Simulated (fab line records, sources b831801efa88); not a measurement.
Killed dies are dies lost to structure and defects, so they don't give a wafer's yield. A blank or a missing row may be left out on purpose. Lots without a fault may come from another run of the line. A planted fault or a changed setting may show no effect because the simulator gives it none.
fab line records | flow sky130
record lots=13 wafers=38 last_day=49
route steps=708 shown DNWELL@44 NWELL@63 POLY_GATE@231 CONTACT@417 PAD_OPEN@708
lots that met no fault: from a run of the same line without faults
start_h: hours from the record's first day to the start of the lot's first wafer shown | wait_h: hours since the lot's step before | " the same as in the row above | L1.1+2: a row that stands for several wafers | - no value, or no start given | * or withheld: withheld | < > ~ a bound
route shown NAME@n: a module of which the file shows steps, and the number in the route of the first | usual: mean/standard deviation of fault-free wafers | same: alike in all rows | chamber/n: place in a boat | sites: the reading at each site | _std_site: their standard deviation | _edge_site: outer sites' mean less inner sites' | radius_mm: how far each site lies from the wafer's centre | mask NAME#n: copy n | behind: the tool/chamber that last shaped the wafer | hold: why the lot was held/for how many hours/how that ended | device: the transistor (n, p or np) that didn't switch | end of line: the same wafers' tests at the end of the route | a step without rows: its recipe alone | killed: dies lost to structure and defects at the first sort, not the wafer's yield | map: a wafer's dies, x killed, . not, _ none there
set.NAME: the setting as run; set.NAME@STEP: as run at that earlier step | model.NAME: the simulator's own value behind a step, which no gauge read
steps of the route over a sample of lots; a table a step, a row a wafer
services: from which hour (start_h, from the record's first day; less than 0 if before it) a tool's chamber was out of use, for how many hours, and why
## steps
# step SKY_DNWELL_TW_MEAS_09
# usual DNWELL_TW=1119/7.9
# columns lot.wafer tool chamber start_h wait_h DNWELL_TW
L405.4 film_metro-02 - 59.89 0.1 1112
L405.5 " - " " 1109
L405.6 " - " " 1110
L406.1 film_metro-02 - 62.60 0.1 1110
L406.3 " - " " 1108
L406.6 " - " " 1115
L407.1 film_metro-02 - 66.31 0.1 1110
L407.3 " - " " 1113
L407.5 " - " " 1112
L408.2 film_metro-02 - 72.81 0.1 1114
L408.3 " - " " 1112
L408.4 " - " " 1113
L409.2 film_metro-04 - 78.47 0.1 1118
L409.3 " - " " 1116
L409.6 " - " " 1123
L411.3 film_metro-04 - 88.52 0.1 1125
L411.4 " - " " 1124
L411.5 " - " " 1118
L412.1 film_metro-02 - 94.21 0.1 1120
L412.3 " - " " 1122
L412.4 " - " " 1112
L413.2 film_metro-02 - 100.12 0.1 1103
L413.4 " - " " 1108
L413.6 " - " " 1104
L414.2 film_metro-01 - 106.67 0.1 1130
L414.3 " - " " 1132
L414.5 " - " " 1128
L415.2 film_metro-02 - 112.42 0.1 1114
L415.4 " - " " 1117
L415.5 " - " " 1113
L417.1 film_metro-01 - 125.71 0.1 1130
L417.5 " - " " 1123
L420.4 film_metro-04 - 138.93 0.1 1122
L420.5 " - " " 1123
L420.6 " - " " 1116
L424.1 film_metro-04 - 160.11 0.1 1122
L424.2 " - " " 1124
L424.6 " - " " 1126
# step SKY_NWELL_OVL_MEAS_10
# usual NWELL_00_OVL=0.3/1.5
# columns lot.wafer tool chamber start_h wait_h NWELL_00_OVL[nm]
L405.4 overlay-02 - 92.43 - -0.2
L405.5 " - " " 0.7
L405.6 " - " " -0.3
L406.1 overlay-02 - 96.06 - -1.7
L406.3 " - " " -2.3
L406.6 " - " " -3.0
L407.1 overlay-01 - 100.41 - 0.1
L407.3 " - " " 1.0
L407.5 " - " " 0.5
L408.2 overlay-01 - 108.07 - -0.5
L408.3 " - " " -0.2
L408.4 " - " " -1.9
L409.2 overlay-02 - 113.20 - 1.2
L409.3 " - " " 0.9
L409.6 " - " " 2.7
L411.3 overlay-01 - 125.12 - -1.3
L411.4 " - " " -1.4
L411.5 " - " " -2.5
L412.1 overlay-02 - 130.16 - 0.6
L412.3 " - " " 1.7
L412.4 " - " " -0.2
L413.2 overlay-01 - 136.80 - 0.1
L413.4 " - " " 0.8
L413.6 " - " " 0.5
L414.2 overlay-01 - 143.95 - 2.9
L414.3 " - " " 1.5
L414.5 " - " " 1.4
L415.2 overlay-01 - 150.02 - -0.1
L415.4 " - " " 0.3
L415.5 " - " " -1.1
L417.1 overlay-01 - 165.26 - 1.2
L417.5 " - " " 1.3
L420.4 overlay-02 - 179.06 - -0.3
L420.5 " - " " -1.3
L420.6 " - " " -0.3
L424.1 overlay-01 - 201.31 - 0.2
L424.2 " - " " -0.6
L424.6 " - " " 1.0
# step SKY_POLY_GATE_ETCH_17
# recipe target_depth_nm=180 stop_on=SiO2 over_etch_frac=0.56667 chemistry=HBr/Cl2 target=poly-Si icp_w=400 bias_w=100 pressure_mtorr=10 HBr_flow_sccm=150 Cl2_flow_sccm=50 time_s=70.5
# usual HBr_flow_sccm=150.0/0.42 drypump_motor_current_A=5.6/0.63 he_backside_leak_sccm=2.58/0.18 oes_product_au=0.987/0.0064 throttle_valve_pct=33.684/0.0099
# same time_s=70.5
# columns lot.wafer tool chamber start_h wait_h HBr_flow_sccm drypump_motor_current_A he_backside_leak_sccm oes_product_au rf_hours_counter_h throttle_valve_pct
L405.4 rie_si-02 1 375.45 0.0 150.0 5.6 2.57 0.991 1 33.700
L405.5 " 0 " " 150.4 6.3 2.88 0.988 - 33.676
L405.6 " 1 " " 150.4 5.6 2.53 0.987 - 33.686
L406.1 rie_si-01 2 384.20 0.0 149.7 4.9 2.42 0.986 7 33.670
L406.3 " 1 " " 150.3 4.9 2.73 0.992 2 33.682
L406.6 " 1 " " 149.6 4.8 2.57 0.985 - 33.672
L407.1 rie_si-01 0 388.70 0.0 150.3 6.4 2.65 0.991 1 33.694
L407.3 " 2 " " 150.5 4.9 2.35 0.993 7 33.674
L407.5 " 1 " " 149.9 4.9 2.66 0.983 - 33.686
L408.2 rie_si-01 0 405.15 0.0 150.3 6.5 2.65 0.979 1 33.687
L408.3 " 2 " " 149.9 4.9 2.40 0.987 7 33.702
L408.4 " 1 " " 151.3 4.8 2.41 0.983 3 33.675
L409.2 rie_si-02 0 416.40 0.0 149.8 6.3 2.88 1.002 0 33.689
L409.3 " 1 " " 150.6 5.6 2.75 0.998 2 33.686
L409.6 " 2 " " 149.6 5.2 2.61 1.001 - 33.693
L411.3 rie_si-01 1 436.39 0.0 149.9 4.8 2.57 0.981 3 33.681
L411.4 " 3 " " 149.2 6.2 2.57 0.982 14 33.701
L411.5 " 2 " " 150.2 4.9 2.33 0.986 - 33.694
L412.1 rie_si-01 0 439.79 0.0 149.8 6.4 2.69 0.978 2 33.696
L412.3 " 1 " " 149.8 4.8 2.61 0.975 3 33.701
L412.4 " 3 " " 150.2 6.2 2.65 0.983 14 33.685
L413.2 rie_si-01 3 450.98 0.0 150.2 6.2 2.62 0.993 14 33.679
L413.4 " 2 " " 150.0 4.9 2.49 0.986 8 33.689
L413.6 " 2 " " 149.7 4.9 2.45 0.998 - 33.685
L414.2 rie_si-02 2 464.64 0.1 150.2 5.2 2.64 0.995 2 33.672
L414.3 " 0 " " 150.1 6.3 2.39 0.986 1 33.679
L414.5 " 1 " " 149.6 5.6 2.62 0.980 - 33.692
L415.2 rie_si-02 0 470.44 0.0 149.9 6.3 2.82 0.990 1 33.667
L415.4 " 3 " " 150.2 5.7 2.66 0.994 52 33.676
L415.5 " 0 " " 149.7 6.3 2.71 0.988 - 33.673
L417.1 rie_si-02 1 500.98 0.0 150.1 5.6 2.50 0.983 2 33.666
L417.5 " 0 " " 149.5 6.3 2.51 0.991 - 33.673
L420.4 rie_si-01 3 512.22 0.0 150.0 6.2 2.56 0.990 14 33.678
L420.5 " 3 " " 150.1 6.2 2.65 0.995 - 33.678
L420.6 " 2 " " 150.5 4.9 2.61 0.997 - 33.692
L424.1 rie_si-01 1 540.93 0.0 150.0 4.9 2.40 0.993 3 33.675
L424.2 " 3 " " 150.0 6.2 2.60 0.983 14 33.692
L424.6 " 1 " " 150.1 4.9 2.37 0.983 - 33.683
# step SKY_CONTACT_EXPOSE_11
# recipe mask_id=CTM1 na=0.8 source_shape=annular sigma_inner=0.55 sigma_outer=0.85 target_cd_nm=170 dose_mj=38
# columns lot.wafer tool chamber start_h wait_h mask
L405.4+5+6 krf_scanner-01 0 723.90 - CTM1#0
L406.1+3+6 krf_scanner-01 0 730.56 - CTM1#0
L407.1+3+5 krf_scanner-02 0 735.68 - CTM1#0
L408.2+3+4 krf_scanner-02 0 751.73 - CTM1#0
L409.2+3+6 krf_scanner-01 0 761.90 - CTM1#0
L411.3+4+5 krf_scanner-02 0 777.87 - CTM1#0
L412.1+3+4 krf_scanner-02 0 782.86 - CTM1#0
L413.2+4+6 krf_scanner-02 0 794.33 - CTM1#0
L414.2+3+5 krf_scanner-02 0 802.82 - CTM1#0
L415.2+4+5 krf_scanner-02 0 809.93 - CTM1#0
L417.1+5 krf_scanner-02 0 835.31 - CTM1#0
L420.4+5+6 krf_scanner-02 0 845.84 - CTM1#0
L424.1+2+6 krf_scanner-01 0 870.01 - CTM1#0
# step SKY_CONTACT_CD_MEAS_14
# recipe target_cd_nm=170
# usual cd_nm=169.5/1.6
# columns lot.wafer tool chamber start_h wait_h cd_nm
L405.4 cd_sem-02 - 737.67 - 168.7
L405.5 " - " " 169.7
L405.6 " - " " 169.4
L406.1 cd_sem-01 - 744.25 - 170.0
L406.3 " - " " 170.7
L406.6 " - " " 168.8
L407.1 cd_sem-01 - 748.80 - 170.9
L407.3 " - " " 171.0
L407.5 " - " " 170.7
L408.2 cd_sem-02 - 765.18 - 168.0
L408.3 " - " " 168.9
L408.4 " - " " 167.4
L409.2 cd_sem-01 - 774.73 - 169.2
L409.3 " - " " 170.1
L409.6 " - " " 171.3
L411.3 cd_sem-02 - 791.35 - 169.4
L411.4 " - " " 169.7
L411.5 " - " " 169.0
L412.1 cd_sem-02 - 796.21 - 170.1
L412.3 " - " " 170.6
L412.4 " - " " 168.6
L413.2 cd_sem-01 - 806.52 - 174.3
L413.4 " - " " 172.8
L413.6 " - " " 171.5
L414.2 cd_sem-01 - 816.33 - 167.7
L414.3 " - " " 166.0
L414.5 " - " " 166.9
L415.2 cd_sem-01 - 823.38 - 169.1
L415.4 " - " " 169.5
L415.5 " - " " 170.6
L417.1 cd_sem-01 - 848.01 - 133.1
L417.5 " - " " 132.6
L420.4 cd_sem-02 - 858.17 - 171.3
L420.5 " - " " 134.2
L420.6 " - " " 169.3
L424.1 cd_sem-01 - 882.76 - 169.2
L424.2 " - " " 167.7
L424.6 " - " " 168.0
# step SKY_PAD_OPEN_PROBE_99
# usual killed_at_M0_to_M3=44/6.8 killed_at_M4_up=3.2/1.7 killed_at_contacts=24/4.9 killed_at_front_end=14/4.1 killed_at_other=0.2/0.51 killed_dies=85/8.7 killed_on_rim=16/4 killed_open=46/6.8 killed_short=39/6.1
# same gross_dies=492 killed_at_back_side=0
# columns lot.wafer tool chamber start_h wait_h killed_at_M0_to_M3 killed_at_M4_up killed_at_contacts killed_at_front_end killed_at_other killed_dies killed_on_rim killed_open killed_short
L407.1 prober-01 - 1084.32 0.1 34 2 17 23 0 76 16 39 37
L407.3 prober-01 - 1084.42 0.2 43 5 29 17 0 94 14 53 41
L407.5 prober-01 - 1084.52 0.2 33 5 25 16 0 79 17 44 35
L408.2 prober-02 - 1098.64 0.1 34 4 28 12 0 78 19 42 36
L408.3 prober-02 - 1098.69 0.2 40 2 24 18 0 84 16 39 45
L408.4 prober-02 - 1098.74 0.2 54 5 27 20 1 107 26 64 43
L411.3 prober-01 - 1115.62 0.2 47 4 19 18 0 88 17 46 42
L412.1 prober-02 - 1129.93 0.1 47 5 24 10 0 86 16 56 30
L412.3 prober-02 - 1130.03 0.2 45 3 21 14 2 85 16 37 48
L412.4 prober-02 - 1130.08 0.2 46 4 15 15 0 80 18 47 33
L413.6 prober-01 - 1131.79 0.2 39 3 23 9 0 74 15 38 36
L414.3 prober-02 - 1137.81 0.2 50 2 19 12 0 83 16 53 30
L415.2 prober-01 - 1142.62 0.1 50 2 22 10 1 85 11 47 38
L415.4 prober-01 - 1142.72 0.2 46 4 25 13 0 88 16 47 41
L415.5 prober-01 - 1142.77 0.2 42 2 24 12 0 80 11 41 39
L417.1 prober-01 - 1160.15 0.1 37 2 365 10 0 414 94 47 29
L417.5 prober-01 - 1160.35 0.2 36 2 371 7 0 416 94 46 30
L420.4 prober-02 - 1171.37 0.2 32 5 17 21 0 75 20 36 39
L420.5 prober-02 - 1171.42 0.2 32 5 366 18 0 421 93 37 41
L420.6 prober-02 - 1171.47 0.2 37 2 15 18 0 72 16 37 35
# killed by level:class
L407.1 POLY_GATE:geometric_particle:short=7 CONTACT:geometric_particle:open=6 VIA1:geometric_particle:open=6 LOCAL_INTERCONNECT:geometric_particle:short=5 POLY_GATE:geometric_particle:open=5 VIA2:geometric_particle:open=5 VIA3:geometric_particle:open=5 VIA3:geometric_particle:short=5
L407.3 VIA1:geometric_particle:open=13 CONTACT:geometric_particle:open=10 VIA3:geometric_particle:open=10 CONTACT:geometric_particle:short=8 FIELD_ISO:geometric_particle:open=7 LI_CONTACT:geometric_particle:open=6 METAL2:geometric_particle:short=6 FIELD_ISO:geometric_particle:short=5
L407.5 CONTACT:geometric_particle:open=9 VIA2:geometric_particle:open=7 LI_CONTACT:geometric_particle:open=6 VIA1:geometric_particle:open=6 FIELD_ISO:geometric_particle:open=5 METAL2:geometric_particle:short=5 LI_CONTACT:geometric_particle:short=4 VIA1:geometric_particle:short=4
L408.2 LI_CONTACT:geometric_particle:open=12 VIA1:geometric_particle:open=6 LOCAL_INTERCONNECT:geometric_particle:short=5 CONTACT:geometric_particle:open=5 VIA2:geometric_particle:short=5 VIA2:geometric_particle:open=5 FIELD_ISO:geometric_particle:short=4 VIA1:geometric_particle:short=4
L408.3 CONTACT:geometric_particle:open=9 FIELD_ISO:geometric_particle:open=5 LI_CONTACT:geometric_particle:open=5 CONTACT:geometric_particle:short=5 METAL1:geometric_particle:short=5 VIA1:geometric_particle:short=5 VIA1:geometric_particle:open=5 METAL2:geometric_particle:short=5
L408.4 VIA3:geometric_particle:open=11 CONTACT:geometric_particle:open=11 VIA1:geometric_particle:open=10 VIA2:geometric_particle:open=9 VIA1:geometric_particle:short=8 FIELD_ISO:geometric_particle:open=7 LI_CONTACT:geometric_particle:open=7 METAL2:geometric_particle:short=7
L411.3 METAL1:geometric_particle:short=9 CONTACT:geometric_particle:open=7 METAL2:geometric_particle:short=6 VIA1:geometric_particle:open=6 VIA2:geometric_particle:open=6 VIA3:geometric_particle:open=6 LI_CONTACT:geometric_particle:open=5 FIELD_ISO:geometric_particle:open=4
L412.1 CONTACT:geometric_particle:open=14 VIA1:geometric_particle:open=10 VIA2:geometric_particle:open=10 VIA1:geometric_particle:short=7 VIA3:geometric_particle:open=5 FIELD_ISO:geometric_particle:short=4 LI_CONTACT:geometric_particle:open=4 METAL2:geometric_particle:short=4
L412.3 VIA1:geometric_particle:open=11 FIELD_ISO:geometric_particle:short=7 CONTACT:geometric_particle:short=7 LI_CONTACT:geometric_particle:open=6 CONTACT:geometric_particle:open=6 METAL2:geometric_particle:short=6 METAL3:geometric_particle:short=6 VIA3:geometric_particle:open=6
L412.4 VIA1:geometric_particle:open=16 POLY_GATE:geometric_particle:short=6 CONTACT:geometric_particle:open=6 VIA2:geometric_particle:open=6 VIA3:geometric_particle:open=5 VIA1:geometric_particle:short=5 FIELD_ISO:geometric_particle:open=4 VIA2:geometric_particle:short=4
L413.6 VIA1:geometric_particle:open=11 CONTACT:geometric_particle:open=9 METAL2:geometric_particle:short=6 LI_CONTACT:geometric_particle:open=5 VIA1:geometric_particle:short=5 POLY_GATE:geometric_particle:open=4 LI_CONTACT:geometric_particle:short=4 CONTACT:geometric_particle:short=4
L414.3 VIA2:geometric_particle:open=13 LI_CONTACT:geometric_particle:open=11 VIA1:geometric_particle:open=11 FIELD_ISO:geometric_particle:open=6 METAL2:geometric_particle:short=6 VIA3:geometric_particle:open=6 VIA1:geometric_particle:short=5 METAL1:geometric_particle:short=4
L415.2 VIA1:geometric_particle:open=15 CONTACT:geometric_particle:open=8 VIA3:geometric_particle:open=8 VIA1:geometric_particle:short=7 FIELD_ISO:geometric_particle:open=6 LI_CONTACT:geometric_particle:open=5 CONTACT:geometric_particle:short=4 METAL2:geometric_particle:short=4
L415.4 CONTACT:geometric_particle:open=10 VIA1:geometric_particle:short=9 LI_CONTACT:geometric_particle:open=7 VIA1:geometric_particle:open=7 VIA2:geometric_particle:open=7 LOCAL_INTERCONNECT:geometric_particle:short=6 VIA3:geometric_particle:open=5 FIELD_ISO:geometric_particle:short=4
L415.5 CONTACT:geometric_particle:open=8 VIA1:geometric_particle:open=8 VIA1:geometric_particle:short=7 LOCAL_INTERCONNECT:geometric_particle:short=6 VIA2:geometric_particle:open=6 FIELD_ISO:geometric_particle:open=5 LI_CONTACT:geometric_particle:open=4 CONTACT:geometric_particle:short=4
L417.1 CONTACT:area_expose=338 VIA1:geometric_particle:open=13 LI_CONTACT:geometric_particle:open=8 CONTACT:geometric_particle:open=8 CONTACT:geometric_particle:short=6 POLY_GATE:geometric_particle:open=5 METAL2:geometric_particle:short=5 VIA2:geometric_particle:open=4
L417.5 CONTACT:area_expose=340 CONTACT:geometric_particle:open=14 LI_CONTACT:geometric_particle:open=9 METAL2:geometric_particle:short=6 METAL2:geometric_particle:open=6 VIA1:geometric_particle:short=5 VIA1:geometric_particle:open=5 VIA3:geometric_particle:open=4
L420.4 VIA1:geometric_particle:open=9 METAL1:geometric_particle:short=7 FIELD_ISO:geometric_particle:short=5 CONTACT:geometric_particle:open=5 VIA3:geometric_particle:open=5 POLY_GATE:geometric_particle:short=4 LI_CONTACT:geometric_particle:short=4 METAL4:geometric_particle:short=4
L420.5 CONTACT:area_expose=343 CONTACT:geometric_particle:open=9 VIA1:geometric_particle:short=7 VIA3:geometric_particle:open=7 FIELD_ISO:geometric_particle:short=6 METAL2:geometric_particle:short=6 POLY_GATE:geometric_particle:open=4 LOCAL_INTERCONNECT:geometric_particle:short=4
L420.6 VIA1:geometric_particle:open=10 VIA3:geometric_particle:open=7 FIELD_ISO:geometric_particle:short=6 VIA1:geometric_particle:short=6 FIELD_ISO:geometric_particle:open=4 POLY_GATE:geometric_particle:short=4 LI_CONTACT:geometric_particle:open=4 LOCAL_INTERCONNECT:geometric_particle:short=4
## services
# columns tool chamber start_h hours kind
krf_scanner-02 - 383.98 1.0 pm
krf_scanner-01 - 409.82 1.3 repair
krf_scanner-01 - 416.17 4.0 pm
rie_si-01 1 417.01 4.1 repair
rie_si-02 1 422.21 0.9 repair
krf_scanner-02 - 443.50 0.8 pm
rie_si-02 - 489.40 2.8 pm
krf_scanner-02 - 518.44 1.3 pm
rie_si-02 - 538.40 28.1 pm
krf_scanner-02 - 552.98 1.0 pm
rie_si-01 2 561.20 3.8 repair
krf_scanner-02 - 581.10 0.2 repair
krf_scanner-02 - 599.88 4.4 pm
krf_scanner-02 - 611.43 0.8 pm
rie_si-01 - 642.71 1.0 repair
krf_scanner-02 - 644.61 4.2 repair
krf_scanner-02 - 674.85 2.3 repair
krf_scanner-02 - 679.83 7.9 repair
krf_scanner-02 - 694.34 1.3 pm
krf_scanner-02 - 721.98 1.0 pm
krf_scanner-02 - 727.21 3.6 pm
rie_si-01 - 744.97 14.6 pm
krf_scanner-02 - 780.23 0.8 pm
rie_si-02 2 795.27 6.3 repair
## key
first_sign step=SKY_CONTACT_CD_MEAS_14 reading=cd_nm direction=down sigmas=23 usual=169.5 struck=133.3
effect step=SKY_PAD_OPEN_PROBE_99 reading=killed_at_contacts direction=up sigmas=70 usual=24 struck=367
more_kills_born_at SKY_CONTACT_EXPOSE_11@krf_scanner-02=1021
met_at SKY_CONTACT_EXPOSE_11
struck_lots L417,L420
struck_wafers L417.1,L417.5,L420.5
later_rows_left_out L417.1,L417.5,L420.5
tester_left_out L417,L420
not_acting_at SKY_DNWELL_TW_MEAS_09,SKY_NWELL_OVL_MEAS_10,SKY_POLY_GATE_ETCH_17
onset_between 809.93 835.31
fault kind=process_parameter_drift tool=krf_scanner-02 chamber=- onset_h=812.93 steps=SKY_CONTACT_EXPOSE_11 channel=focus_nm offset=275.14 shape=step end_h=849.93 scope=struck_wafers_only
# tester_left_out: of these lots the tester's yield and bins aren't shown, on N5 and GAA mostly nor the transistor test; their killed dies are dies lost to structure and defects alone, not to doping, threshold or leakage, so they don't give the yield
# later_rows_left_out: the simulator's readings of these wafers behind a module that went badly wrong aren't trusted and aren't shown, but for the sort
